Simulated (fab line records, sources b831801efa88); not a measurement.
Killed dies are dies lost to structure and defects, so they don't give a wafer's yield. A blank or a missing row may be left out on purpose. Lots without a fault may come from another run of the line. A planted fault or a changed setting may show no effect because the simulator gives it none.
One fault seen from 2 desks | flow gf180mcu | each desk has only its own numbers; what lay behind them comes last
Where a reading is given only as a bound, like >300, the bound stands for it, and a mean or a difference that rests on one is marked > or <: the true number lies beyond.

THE TOOL OWNER'S DESK: cvd_w-02
The tool's own readings at GF_V1_CVD_23 (deposits W, target thk 350 nm, time 105.05 s): means of the sampled wafers that have a number, for each lot that ran on this tool. A lot is out of limits, marked OUT, if its mean lies more than 4 standard deviations from the usual mean; the brackets give that distance.
Columns: A = chamber_pressure_Torr at GF_V1_CVD_23, usual 40.01 Torr; B = heater_power_outer_w at GF_V1_CVD_23, usual 524 W; C = heater_power_w at GF_V1_CVD_23, usual 808 W
lot  | first seen here | A     | B   | C
L765 | day 17 21:27    | 40.10 | 593 | 892
L768 | day 18 22:35    | 40.04 | 510 | 811
L773 | day 21 19:35    | 40.05 | 511 | 814
L782 | day 24 16:49    | 40.04 | 548 | 852
L785 | day 25 11:17    | 39.98 | 511 | 814
This desk's finding: nothing out of limits on any of the 5 lots.

THE METROLOGY DESK
What the gauges read, lot by lot, whatever tool the lot ran on: means of the sampled wafers that have a number. A lot is out of limits, marked OUT, if its mean lies more than 4 standard deviations from the usual mean; the brackets give that distance.
Columns: A = V1_W_RS at GF_V1_RS_MEAS_24, usual 0.3271 ohm/sq; B = V1_W_THK at GF_V1_THK_MEAS_25, usual 334 nm
lot  | first seen here | A                         | B
L765 | day 17 21:34    | 0.3266                    | 330
L767 | day 18 16:49    | 0.3265                    | 340
L768 | day 18 22:41    | 0.3282                    | 337
L770 | day 19 20:53    | 42.5043 (+99 or more) OUT | <0 (<-61) OUT
L771 | day 20 07:55    | 41.9847 (+99 or more) OUT | <0 (<-61) OUT
L773 | day 21 19:41    | 0.3260                    | 335
L778 | day 23 08:52    | 0.3290                    | 338
L783 | day 24 15:44    | 0.3266                    | 341
L782 | day 24 16:58    | 0.3268                    | 328
L784 | day 25 09:19    | 0.3274                    | 328
L785 | day 25 11:25    | 0.3286                    | 326
L786 | day 25 13:02    | 0.3263                    | 335
L787 | day 25 22:41    | 0.3241                    | 342
L788 | day 26 06:07    | 0.3295                    | 334
This desk's finding: out of limits on L770, L771; first on L770, day 19 20:53 (V1_W_RS at GF_V1_RS_MEAS_24). In limits: L765, L767, L768, L773, L778, L783, L782, L784, L785, L786, L787, L788.

PUT TOGETHER
The metrology desk could have raised an alarm at day 19 20:53, on L770, L771.
The tool owner's desk saw nothing out of limits.
The tool owner's desk has no number on record for L770, L771.
Of the lots named, all ran GF_V1_CVD_23 on cvd_w-02.

WHAT THE SIMULATOR HAD PUT IN
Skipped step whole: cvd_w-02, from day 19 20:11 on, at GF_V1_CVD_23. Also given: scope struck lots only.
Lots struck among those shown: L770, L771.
Hours from the fault's start to each desk's first reading out of limits: the metrology desk, 1.
